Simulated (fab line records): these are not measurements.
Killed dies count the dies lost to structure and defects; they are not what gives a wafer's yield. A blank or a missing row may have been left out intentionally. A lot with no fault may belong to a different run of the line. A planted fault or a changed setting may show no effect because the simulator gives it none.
Which tool was responsible? || flow sky130 || 14 lots with 42 wafers sampled at 5 steps, on a route of 708 steps

WHAT THE GAUGES READ, wafer by wafer
SKY_LDD_N_OVL_MEAS_07. Usual: for LDD_N_OVL the level is -0.6 nm and the standard deviation is 1.3.
{"lot": "L927", "measured": "day 18 10:08", "on": "overlay-01", "LDD_N_OVL (nm)": "0.3 0.7 0.9", "flag": ""}
{"lot": "L926", "measured": "day 18 10:32", "on": "overlay-02", "LDD_N_OVL (nm)": "0.3 0.8 1.9", "flag": ""}
{"lot": "L929", "measured": "day 19 00:55", "on": "overlay-02", "LDD_N_OVL (nm)": "-1.7 -0.3 1.0", "flag": ""}
{"lot": "L930", "measured": "day 19 14:41", "on": "overlay-01", "LDD_N_OVL (nm)": "-2.3 0.1 2.6", "flag": ""}
{"lot": "L931", "measured": "day 19 18:44", "on": "overlay-01", "LDD_N_OVL (nm)": "0.6 0.1 1.1", "flag": ""}
{"lot": "L934", "measured": "day 20 20:50", "on": "overlay-01", "LDD_N_OVL (nm)": "-2.1 2.0 -1.6", "flag": ""}
{"lot": "L935", "measured": "day 21 04:10", "on": "overlay-01", "LDD_N_OVL (nm)": "-3.5 -0.9 -1.1", "flag": ""}
{"lot": "L936", "measured": "day 21 11:47", "on": "overlay-01", "LDD_N_OVL (nm)": "-1.7 -1.7 -2.4", "flag": ""}
{"lot": "L938", "measured": "day 22 06:31", "on": "overlay-01", "LDD_N_OVL (nm)": "0.4 -0.4 -1.0", "flag": ""}
{"lot": "L939", "measured": "day 22 11:50", "on": "overlay-02", "LDD_N_OVL (nm)": "1.0 0.6 -0.9", "flag": ""}
{"lot": "L942", "measured": "day 24 03:40", "on": "overlay-01", "LDD_N_OVL (nm)": "-2.1 -2.3 -4.2", "flag": ""}
{"lot": "L943", "measured": "day 24 05:10", "on": "overlay-02", "LDD_N_OVL (nm)": "1.0 1.5 -1.4", "flag": ""}
{"lot": "L946", "measured": "day 24 22:07", "on": "overlay-02", "LDD_N_OVL (nm)": "-0.6 -1.0 -1.5", "flag": ""}
{"lot": "L949", "measured": "day 26 11:26", "on": "overlay-02", "LDD_N_OVL (nm)": "-1.1 -0.7 -0.6", "flag": ""}

SKY_LDD_P_CD_MEAS_07 targets a cd of 380 nm. Usual: cd-nm at 379.6 nm, with a standard deviation of 2.1.
{"lot": "L927", "measured": "day 19 18:35", "on": "cd-sem-02", "cd-nm (nm)": "381.9 378.7 377.6", "flag": ""}
{"lot": "L926", "measured": "day 19 18:50", "on": "cd-sem-01", "cd-nm (nm)": "380.2 379.8 378.9", "flag": ""}
{"lot": "L929", "measured": "day 20 09:46", "on": "cd-sem-02", "cd-nm (nm)": "378.3 378.6 376.6", "flag": ""}
{"lot": "L930", "measured": "day 20 22:58", "on": "cd-sem-01", "cd-nm (nm)": "380.5 381.5 383.4", "flag": ""}
{"lot": "L931", "measured": "day 21 02:11", "on": "cd-sem-02", "cd-nm (nm)": "378.4 376.7 376.3", "flag": ""}
{"lot": "L934", "measured": "day 22 05:20", "on": "cd-sem-02", "cd-nm (nm)": "382.5 383.0 381.9", "flag": ""}
{"lot": "L935", "measured": "day 22 12:08", "on": "cd-sem-02", "cd-nm (nm)": "381.1 379.6 379.4", "flag": ""}
{"lot": "L936", "measured": "day 22 19:58", "on": "cd-sem-01", "cd-nm (nm)": "380.5 381.4 380.5", "flag": ""}
{"lot": "L938", "measured": "day 23 13:55", "on": "cd-sem-01", "cd-nm (nm)": "380.9 378.3 380.1", "flag": ""}
{"lot": "L939", "measured": "day 23 18:34", "on": "cd-sem-02", "cd-nm (nm)": "379.2 378.5 377.9", "flag": ""}
{"lot": "L942", "measured": "day 25 11:02", "on": "cd-sem-02", "cd-nm (nm)": "397.4 399.1 396.0", "flag": "OFF"}
{"lot": "L943", "measured": "day 25 12:04", "on": "cd-sem-01", "cd-nm (nm)": "376.6 377.9 377.5", "flag": ""}
{"lot": "L946", "measured": "day 26 04:26", "on": "cd-sem-02", "cd-nm (nm)": "392.4 391.6 394.2", "flag": "OFF"}
{"lot": "L949", "measured": "day 27 17:55", "on": "cd-sem-02", "cd-nm (nm)": "381.3 382.1 383.2", "flag": ""}

SKY_LDD_P_OVL_MEAS_08. Usual: for LDD_P_OVL the level is 0.1 nm and the standard deviation is 1.2.
{"lot": "L927", "measured": "day 19 18:40", "on": "overlay-02", "LDD_P_OVL (nm)": "1.1 1.6 -0.3", "flag": ""}
{"lot": "L926", "measured": "day 19 18:57", "on": "overlay-02", "LDD_P_OVL (nm)": "-0.2 0.6 -1.0", "flag": ""}
{"lot": "L929", "measured": "day 20 09:53", "on": "overlay-01", "LDD_P_OVL (nm)": "-0.2 -0.6 -1.0", "flag": ""}
{"lot": "L930", "measured": "day 20 23:05", "on": "overlay-01", "LDD_P_OVL (nm)": "-0.5 3.0 1.2", "flag": ""}
{"lot": "L931", "measured": "day 21 02:18", "on": "overlay-01", "LDD_P_OVL (nm)": "1.3 -0.9 1.8", "flag": ""}
{"lot": "L934", "measured": "day 22 05:25", "on": "overlay-02", "LDD_P_OVL (nm)": "-1.1 -0.3 0.9", "flag": ""}
{"lot": "L935", "measured": "day 22 12:15", "on": "overlay-01", "LDD_P_OVL (nm)": "0.8 1.7 1.0", "flag": ""}
{"lot": "L936", "measured": "day 22 20:03", "on": "overlay-02", "LDD_P_OVL (nm)": "1.0 -0.7 1.0", "flag": ""}
{"lot": "L938", "measured": "day 23 14:02", "on": "overlay-01", "LDD_P_OVL (nm)": "-2.0 -0.6 -0.5", "flag": ""}
{"lot": "L939", "measured": "day 23 18:40", "on": "overlay-02", "LDD_P_OVL (nm)": "-0.7 -0.9 1.3", "flag": ""}
{"lot": "L942", "measured": "day 25 11:10", "on": "overlay-02", "LDD_P_OVL (nm)": "0.6 0.5 1.9", "flag": ""}
{"lot": "L943", "measured": "day 25 12:11", "on": "overlay-01", "LDD_P_OVL (nm)": "-1.3 -0.7 0.3", "flag": ""}
{"lot": "L946", "measured": "day 26 04:33", "on": "overlay-01", "LDD_P_OVL (nm)": "-0.1 1.9 -0.8", "flag": ""}
{"lot": "L949", "measured": "day 27 18:00", "on": "overlay-02", "LDD_P_OVL (nm)": "-0.5 0.1 0.5", "flag": ""}

SKY_LDD_HVP_TW_MEAS_10. Usual: for LDD_HVP_TW the level is 461 and the standard deviation is 3.2.
{"lot": "L927", "measured": "day 22 08:41", "on": "film-metro-04", "LDD_HVP_TW": "458 459 459", "flag": ""}
{"lot": "L926", "measured": "day 22 09:19", "on": "film-metro-02", "LDD_HVP_TW": "465 467 467", "flag": ""}
{"lot": "L929", "measured": "day 23 01:00", "on": "film-metro-02", "LDD_HVP_TW": "464 462 465", "flag": ""}
{"lot": "L930", "measured": "day 23 13:22", "on": "film-metro-02", "LDD_HVP_TW": "465 465 462", "flag": ""}
{"lot": "L931", "measured": "day 23 16:46", "on": "film-metro-01", "LDD_HVP_TW": "464 460 460", "flag": ""}
{"lot": "L934", "measured": "day 24 17:50", "on": "film-metro-02", "LDD_HVP_TW": "465 467 465", "flag": ""}
{"lot": "L935", "measured": "day 25 01:07", "on": "film-metro-04", "LDD_HVP_TW": "455 457 457", "flag": ""}
{"lot": "L936", "measured": "day 25 07:50", "on": "film-metro-04", "LDD_HVP_TW": "457 456 456", "flag": ""}
{"lot": "L938", "measured": "day 26 01:03", "on": "film-metro-01", "LDD_HVP_TW": "459 461 462", "flag": ""}
{"lot": "L939", "measured": "day 26 06:38", "on": "film-metro-01", "LDD_HVP_TW": "459 460 465", "flag": ""}
{"lot": "L942", "measured": "day 27 22:28", "on": "film-metro-02", "LDD_HVP_TW": "463 466 465", "flag": ""}
{"lot": "L943", "measured": "day 27 23:03", "on": "film-metro-01", "LDD_HVP_TW": "460 460 459", "flag": ""}
{"lot": "L946", "measured": "day 28 15:27", "on": "film-metro-04", "LDD_HVP_TW": "458 455 456", "flag": ""}
{"lot": "L949", "measured": "day 30 03:01", "on": "film-metro-04", "LDD_HVP_TW": "459 462 457", "flag": ""}

EACH LOT AND THE TOOL THAT RAN IT (in order: tool; ch and the chambers of the sampled wafers; start)
{"lot": "L927", "SKY_LDD_P_DEVELOP_06": "litho-track-01 ch 0, day 19 18:26"}
{"lot": "L926", "SKY_LDD_P_DEVELOP_06": "litho-track-01 ch 0, day 19 18:41"}
{"lot": "L929", "SKY_LDD_P_DEVELOP_06": "litho-track-04 ch 0, day 20 09:37"}
{"lot": "L930", "SKY_LDD_P_DEVELOP_06": "litho-track-01 ch 0, day 20 22:49"}
{"lot": "L931", "SKY_LDD_P_DEVELOP_06": "litho-track-04 ch 0, day 21 02:03"}
{"lot": "L934", "SKY_LDD_P_DEVELOP_06": "litho-track-04 ch 0, day 22 05:12"}
{"lot": "L935", "SKY_LDD_P_DEVELOP_06": "litho-track-03 ch 0, day 22 11:59"}
{"lot": "L936", "SKY_LDD_P_DEVELOP_06": "litho-track-04 ch 0, day 22 19:49"}
{"lot": "L938", "SKY_LDD_P_DEVELOP_06": "litho-track-01 ch 0, day 23 13:46"}
{"lot": "L939", "SKY_LDD_P_DEVELOP_06": "litho-track-03 ch 0, day 23 18:26"}
{"lot": "L942", "SKY_LDD_P_DEVELOP_06": "litho-track-03 ch 0, day 25 10:47"}
{"lot": "L943", "SKY_LDD_P_DEVELOP_06": "litho-track-04 ch 0, day 25 11:55"}
{"lot": "L946", "SKY_LDD_P_DEVELOP_06": "litho-track-03 ch 0, day 26 04:17"}
{"lot": "L949", "SKY_LDD_P_DEVELOP_06": "litho-track-01 ch 0, day 27 17:46"}
- SKY_LDD_P_DEVELOP_06: develop time 60 s.

WHAT THE TOOLS THEMSELVES READ (means of the sampled wafers that have a number; where no wafer has one, the mark that the record gives instead)
The record holds no such reading with a usual standard deviation.

THE ANSWER, worked out from the rows above alone
Rule: lot off if the mean of its wafers having a number is beyond 3 standard deviations from the usual mean. A lot without any number at a reading at which 4 lots or more have one is off too. Where the step has rows for the other lots, those lots are counted as sound. After the gauges, taken in route order, come the tools' own readings; for these a lot's mean is taken, as printed above. The first step at which some lot is off is used, and at that step the reading that is off furthest; a lot without a number counts as furthest.
Off: L942, L946 (SKY_LDD_P_CD_MEAS_07, cd-nm).
If a tool, at a process step before that reading, ran all the lots that are off and no sound lot after the first of them, it fits. Gauges at SKY_LDD_P_CD_MEAS_07: tried the same way as those tools. One fits: litho-track-03 at SKY_LDD_P_DEVELOP_06. Its last sound lot is L939 (day 23 18:26), its first lot that is off L942 (day 25 10:47): a fault that began between those two fits.

WHAT THE SIMULATOR HAD PUT IN
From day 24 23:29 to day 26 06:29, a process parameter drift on litho-track-03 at SKY_LDD_P_DEVELOP_06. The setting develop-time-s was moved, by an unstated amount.
Shown lots that were struck: L942, L946. The rule above found the same.
